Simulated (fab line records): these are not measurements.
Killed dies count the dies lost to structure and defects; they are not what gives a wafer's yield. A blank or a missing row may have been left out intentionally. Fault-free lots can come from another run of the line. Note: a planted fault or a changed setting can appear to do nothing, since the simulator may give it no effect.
Struck lot and sound lot, side by side	flow gf180mcu	16 out of 602 route steps
Sound: the wafers L833.2, L833.5, L833.6. Wafers struck: L838.1, L838.2, L838.4. Last of all comes the cause.
Per side, at each step with rows, come the tool, then ch with its chambers, and then its first start. Under that, the readings that differ: sound wafers	struck wafers	difference of the means	sigmas: that difference in standard deviations of wafers without a fault.
alike: readings with means less than 2 such deviations apart, plus words and numbers identical on both sides. not compared: withheld readings, readings lacking a value on some wafer, bounds such as >300 that could conceal the same value, and numbers that have no deviation in the record and whose values overlap.
A row with sigmas, a row that says differs or no value, or rows on one side alone: a step with any of these is where the two part. Non-overlapping numbers with no deviation appear without sigmas and do not part them. A reading that every wafer of one side lacks parts them only if that side has two wafers or more.

GF_POLY_GATE_ETCH_13: etches poly-Si in HBr/Cl2, stops on SiO2, target depth 198.5 nm, time 69.6 s.
  sound on rie_si-02 ch 0,1,3, day 13 08:26; struck on rie_si-02 ch 0,2,3, day 14 21:00
  alike: drypump_motor_current_A, oes_product_au, throttle_valve_pct
  not compared: rf_hours_counter_h
GF_POLY_GATE_STRIP_14: strips in O2/N2.
  sound on plasma_asher-02 ch 0,1, day 13 08:30; struck on plasma_asher-03 ch 0,1, day 14 21:03
  alike: drypump_motor_current_A, heater_power_w, oes_product_au
  not compared: rf_hours_counter_h
then, 2 steps without rows for these wafers: GF_POLY_GATE_CLEAN_15 (cleans in SC1/SC2, time 150 s); GF_POLY_GATE_OXIDATION_16 (stabilise 600 s, purge 300 s, target thk 4 nm).
GF_POLY_GATE_THK_MEAS_17:
  sound on film_metro-03, day 13 11:59; struck on film_metro-04, day 14 23:36
  alike: POLY_GATE_OXIDATION_THK
GF_POLY_GATE_CD_MEAS_18:
  sound on cd_sem-02, day 13 12:04; struck on cd_sem-02, day 14 23:41
reading	sound	struck	difference	sigmas
cd_nm (nm)	282.9 282.4 282.6	277.9 278.0 278.8	-4.4	-2
then, 6 steps without rows for these wafers: GF_HV_LDD_DEHYDRATE_00 (time 60 s); GF_HV_LDD_HMDS_01 (prime time 60 s); GF_HV_LDD_COAT_02 (resist thk 1000 nm); GF_HV_LDD_SOFTBAKE_03 (time 60 s); GF_HV_LDD_EXPOSE_04 (exposes mask Nplus LV AREA, target cd 400 nm); GF_HV_LDD_PEB_05.
GF_HV_LDD_DEVELOP_06: develop time 60 s.
  sound on litho_track-03 ch 0, day 14 08:01; struck on litho_track-03 ch 0, day 15 21:26
reading	sound	struck	difference	sigmas
developer_temp_C (C)	22.96 23.22 22.99	25.29 25.31 25.35	+2.26	+21
GF_HV_LDD_CD_MEAS_07: target cd 400 nm.
  sound on cd_sem-02, day 14 08:10; struck on cd_sem-01, day 15 21:35
reading	sound	struck	difference	sigmas
cd_nm (nm)	402.3 401.9 404.1	393.2 393.1 393.8	-9.4	-4
GF_HV_LDD_OVL_MEAS_08:
  sound on overlay-01, day 14 08:16; struck on overlay-02, day 15 21:43
reading	sound	struck	difference	sigmas
HV_LDD_OVL (nm)	2.2 2.6 4.5	-0.8 -1.1 -0.5	-3.9	-3
GF_PASSIVATION_PROBE_99:
  sound wafers here have rows in the record (prober-01, day 33 04:59); struck ones have none

== WHERE THEY PART ==
Last at GF_PASSIVATION_PROBE_99 as far as this record goes, first at GF_POLY_GATE_CD_MEAS_18.

WHY: whatever the simulator had introduced
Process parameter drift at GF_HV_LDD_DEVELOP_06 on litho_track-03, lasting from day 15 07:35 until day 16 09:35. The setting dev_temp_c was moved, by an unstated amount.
